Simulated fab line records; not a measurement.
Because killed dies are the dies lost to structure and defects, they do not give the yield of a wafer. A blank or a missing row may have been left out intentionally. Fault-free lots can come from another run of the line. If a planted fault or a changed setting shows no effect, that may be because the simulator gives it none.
Problem report in the 8D (eight disciplines) form, filled by code / flow sfqLine / the parts of the form that need people (team, actions taken, sign-off) are left out

## 1. PROBLEM STATEMENT
Mean M7_NB_RS at SFQ_M7_RS_MEAS_943: 1.533 ohm/sq over 2 wafers in 2 lots; fault-free wafers: 0.888 ohm/sq, standard deviation 0.0085. Measured from the usual mean, that is +76 standard deviations.
The step: measures by four-point-probe.
Earliest sighting: wafer L149.2 on filmMetro-04 at day 83 17:43. Wafers with a number at this step in the record: 42, from 14 lots. Rule for "out" (also "out of limits"): further than 4 standard deviations from the usual mean. The other wafers with a number count as sound.

## 2. WHAT IT IS AND WHAT IT IS NOT
question=which readings at this step | is=M7_NB_RS | is not=-
question=which lots | is=L149, L151 | is not=L133, L134, L135, L136, L137, L140, L141, L144, L145, L146, L150, L156
question=which wafers of those lots | is=L149.2, L151.5 | is not=L149.1, L149.6, L151.1, L151.6
question=read on which gauges | is=filmMetro-02, filmMetro-04 | is not=filmMetro-01
question=when | is=from day 83 17:43 | is not=up to then (32 sound wafers); but 8 sound wafers of L150, L151, L156 came after

## 3. SUSPECTS, AND WHAT RULES EACH OUT
Counting: if a tool at a process step up to the reading ran every lot that is out, it stays a suspect. Sound lots after the first of them don't rule it out here, since some wafers of a struck lot are sound.
- the gauge at SFQ_M7_RS_MEAS_943: ruled out. The wafers that are out were read on 2 gauges (filmMetro-02, filmMetro-04).
- cmp-01 at SFQ_TRILAYER_A5B_CMP_CMP_130 (polishes, stops on Nb, target thk 340.7 nm): kept. Every lot that is out went through it, the first being L149 (day 68 21:01); the last sound lot it ran before that was L145 (day 68 07:42).
- pvdSputter-06 at SFQ_TRILAYER_M7_DEP_SPUTTER_175 (material Nb, target thk 200 nm, time 133.3 s): kept. Every lot that is out went through it, the first being L149 (day 83 17:37); the last sound lot it ran before that was L146 (day 83 00:49).
What counting leaves: cmp-01 at SFQ_TRILAYER_A5B_CMP_CMP_130 and pvdSputter-06 at SFQ_TRILAYER_M7_DEP_SPUTTER_175.

## 4. THE CAUSE (what the simulator had put in)
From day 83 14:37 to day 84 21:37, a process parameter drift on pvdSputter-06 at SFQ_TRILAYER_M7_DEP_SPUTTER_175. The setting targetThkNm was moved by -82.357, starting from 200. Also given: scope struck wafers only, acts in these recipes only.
Counting left 2 suspects, and this tool is among them.

## 5. SEQUENCE OF EFFECTS, ordered by route
Rows list readings where the struck wafers' mean (over those with a number) sits beyond 3 standard deviations from the usual. Only readings whose record carries a usual standard deviation are examined. hours: median over the lots of the time between each lot's start at the first step of this table that gives one and its start at this step. sigmas: the change, counted in usual standard deviations.
hours=0; step=SFQ_M7_RS_MEAS_943; reading=M7_NB_RS; usual=0.888 ohm/sq; on struck wafers=1.533; change=+0.645; sigmas=+76
hours=69; step=SFQ_TRILAYER_M7_ETCH_METAL_ETCH_180; reading=oesProductAu; usual=0.895 a.u.; on struck wafers=0.679; change=-0.216; sigmas=-33
The process steps in it:
- SFQ_TRILAYER_M7_ETCH_METAL_ETCH_180: etches Nb in Cl2/Ar, stops on SiO2, target depth 240 nm, time 120 s.
At these later measuring or inspecting steps, every struck wafer for which the step has a row has a number for every such reading, and none has moved that far: SFQ_M8_BOW_MEAS_951.

## 6. HOW IT WOULD HAVE BEEN CAUGHT EARLIER
The first out-of-limits reading at a measuring or inspecting step in this record came at day 83 17:43, 3 hours after the fault's start at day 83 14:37.
Of the tool readings at SFQ_TRILAYER_M7_DEP_SPUTTER_175 for which the record gives a usual standard deviation, none was out on any struck wafer, so an alarm limit of 4 standard deviations on them would not have fired.
L151, from the lots that are out (2), started SFQ_TRILAYER_M7_DEP_SPUTTER_175 on pvdSputter-06 later than day 83 17:43. Had the tool been put on hold then, it would have been spared.
